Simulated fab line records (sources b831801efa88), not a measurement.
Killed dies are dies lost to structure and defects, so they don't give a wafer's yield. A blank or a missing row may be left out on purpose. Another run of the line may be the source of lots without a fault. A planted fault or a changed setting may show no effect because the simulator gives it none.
Matching of chambers -- flow gf180mcu -- cmp-01 running GF_V5_CMP_04: 4 sister chambers
The step polishes SiO2. 8 wafers are shown with their chamber, then 12 later ones without.

## WAFERS PAIRED WITH THEIR CHAMBERS
wafer,chamber,motor_current_A (A)
L086.1,0,12.8
L092.3,3,12.8
L091.2,2,11.0
L091.3,1,10.9
L091.4,0,12.9
L093.1,1,11.3
L093.2,3,11.7
L093.4,2,11.2

## WAFERS WITHOUT THEIR CHAMBER
wafer,motor_current_A (A)
L094.2,11.9
L094.4,11.1
L094.6,13.3
L095.3,13.0
L095.4,11.3
L095.5,13.2
L096.4,12.4
L096.5,12.8
L096.6,11.2
L097.2,11.2
L097.3,12.3
L097.5,12.9

## CHAMBER TAKEN BY EACH
wafer,from the rows above,in truth
L094.2,can't be placed: 3 or 1 or 2 or 0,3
L094.4,can't be placed: 2 or 1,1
L094.6,can't be placed: 0 or 3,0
L095.3,can't be placed: 0 or 3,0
L095.4,can't be placed: 1 or 2 or 3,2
L095.5,can't be placed: 0 or 3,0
L096.4,can't be placed: 3 or 0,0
L096.5,can't be placed: 0 or 3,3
L096.6,can't be placed: 1 or 2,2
L097.2,can't be placed: 1 or 2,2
L097.3,can't be placed: 3 or 0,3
L097.5,can't be placed: 0 or 3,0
0 of 12 placed correctly. Can't be placed from these rows: 12 (the true chamber is among the candidates in 12). Placed wrongly: 0.
How it was worked out, from the rows above alone: a wafer's distance from a chamber is the root of the sum, over the readings, of the square of ((its reading less the chamber's mean) divided by the reading's scatter). The wafer belongs to the nearest chamber; if the next one is less than 2 further off, it can't be placed. A chamber's mean is the mean of its shown wafers. The scatter is the square root of a quotient: the sum, over the shown wafers, of each reading's squared deviation from its chamber's mean, divided by wafers minus chambers.
